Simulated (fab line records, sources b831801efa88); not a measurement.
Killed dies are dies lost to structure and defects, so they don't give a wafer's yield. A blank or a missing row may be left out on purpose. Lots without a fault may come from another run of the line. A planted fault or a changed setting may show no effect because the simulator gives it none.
One fault seen from 2 desks | flow gf180mcu | each desk has only its own numbers; what lay behind them comes last

THE METROLOGY DESK
What the gauges read, lot by lot, whatever tool the lot ran on: means of the sampled wafers that have a number. A lot is out of limits, marked OUT, if its mean lies more than 4 standard deviations from the usual mean; the brackets give that distance.
Columns: A = V3_CVD_00_THK at GF_V3_THK_MEAS_01, usual 600 nm
lot  | first seen here | A
L526 | day 21 05:54    | 603
L529 | day 22 15:53    | 601
L530 | day 23 05:26    | 591
L531 | day 23 17:29    | 598
L532 | day 24 04:40    | 600
L533 | day 24 22:31    | 610
L534 | day 25 02:13    | 601
L535 | day 25 13:43    | 608
L536 | day 25 22:22    | 609
L538 | day 26 08:45    | 601
L539 | day 26 21:18    | 606
L540 | day 27 03:02    | 599
L544 | day 28 04:57    | 595
L547 | day 28 12:12    | 594
This desk's finding: nothing out of limits on any of the 14 lots.

THE TOOL OWNER'S DESK: pecvd-04
The tool's own readings at GF_V3_CVD_02 (deposits SiO2 from TEOS, target thk 850 nm, time 94.851 s): means of the sampled wafers that have a number, for each lot that ran on this tool. A lot is out of limits, marked OUT, if its mean lies more than 4 standard deviations from the usual mean; the brackets give that distance.
Columns: A = heater_power_w at GF_V3_CVD_02, usual 657 W; B = rf_fwd_power_W at GF_V3_CVD_02, usual 597.3 W
lot  | first seen here | A   | B
L526 | day 21 05:57    | 678 | 597.3
L529 | day 22 15:56    | 627 | 598.4
L531 | day 23 17:33    | 693 | 596.8
L532 | day 24 04:43    | 519 | 598.0
L534 | day 25 02:16    | 578 | 596.7
L538 | day 26 08:49    | 632 | 596.8
L539 | day 26 21:22    | 679 | 598.0
L540 | day 27 03:05    | 611 | 567.5 (-16) OUT
L544 | day 28 05:01    | 672 | 564.7 (-17) OUT
This desk's finding: out of limits on L540, L544; first on L540, day 27 03:05 (rf_fwd_power_W at GF_V3_CVD_02). In limits: L526, L529, L531, L532, L534, L538, L539.

PUT TOGETHER
The tool owner's desk could have raised an alarm at day 27 03:05, on L540, L544.
The metrology desk saw nothing out of limits.
The metrology desk has L540, L544 on record, within its limits.
Of the lots named, all ran GF_V3_CVD_02 on pecvd-04.

WHAT THE SIMULATOR HAD PUT IN
Process parameter drift: pecvd-04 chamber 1, from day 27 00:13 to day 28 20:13, at GF_V3_CVD_02. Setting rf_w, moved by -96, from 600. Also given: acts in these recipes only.
Lots struck among those shown: L540, L544.
Hours from the fault's start to each desk's first reading out of limits: the tool owner's desk, 3.
